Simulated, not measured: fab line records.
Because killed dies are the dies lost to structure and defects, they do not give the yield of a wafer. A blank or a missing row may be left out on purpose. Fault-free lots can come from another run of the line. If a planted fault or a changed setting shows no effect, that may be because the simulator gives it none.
Chamber matching + flow sky130 + SKY_VIA3_CMP_02 on cmp-01 has 4 sister chambers
The step polishes SiO2. 4 wafers are shown with their chamber, then 7 later ones without.

## WAFERS WITH THEIR CHAMBER
| wafer  | chamber | motor-current-A (A) |
|--------|---------|---------------------|
| L353.2 | 3       | 13.4                |
| L360.6 | 2       | 15.4                |
| L363.1 | 0       | 12.1                |
| L363.3 | 1       | 11.1                |

## WAFERS WITHOUT THEIR CHAMBER
| wafer  | motor-current-A (A) |
|--------|---------------------|
| L363.4 | 15.0                |
| L370.1 | 13.2                |
| L370.5 | 11.6                |
| L370.6 | 11.6                |
| L371.1 | 11.3                |
| L371.4 | 14.8                |
| L371.6 | 15.2                |

## EACH ONE'S CHAMBER
| wafer  | from the rows above     | in truth |
|--------|-------------------------|----------|
| L363.4 | 2                       | 2        |
| L370.1 | 3                       | 3        |
| L370.5 | can't be placed: 0 or 1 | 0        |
| L370.6 | can't be placed: 0 or 1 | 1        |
| L371.1 | can't be placed: 1 or 0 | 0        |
| L371.4 | can't be placed: 2 or 3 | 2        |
| L371.6 | 2                       | 2        |
3 of 7 placed correctly. Unplaceable from these rows: 4, with the true chamber sitting among the candidates in 4. Placed wrongly: 0.
How it was worked out, from the rows above alone: a wafer's distance from a chamber is the root of the sum, over the readings, of the square of ((its reading less the chamber's mean) divided by the reading's scatter). If the next closest chamber is less than 2 further off than the closest, the wafer can't be placed; otherwise it belongs to the closest. Each chamber's mean is taken over the wafers shown for it. The scatter: root of mean squared gap, hidden wafer to nearest shown wafer, with one shown wafer a chamber.
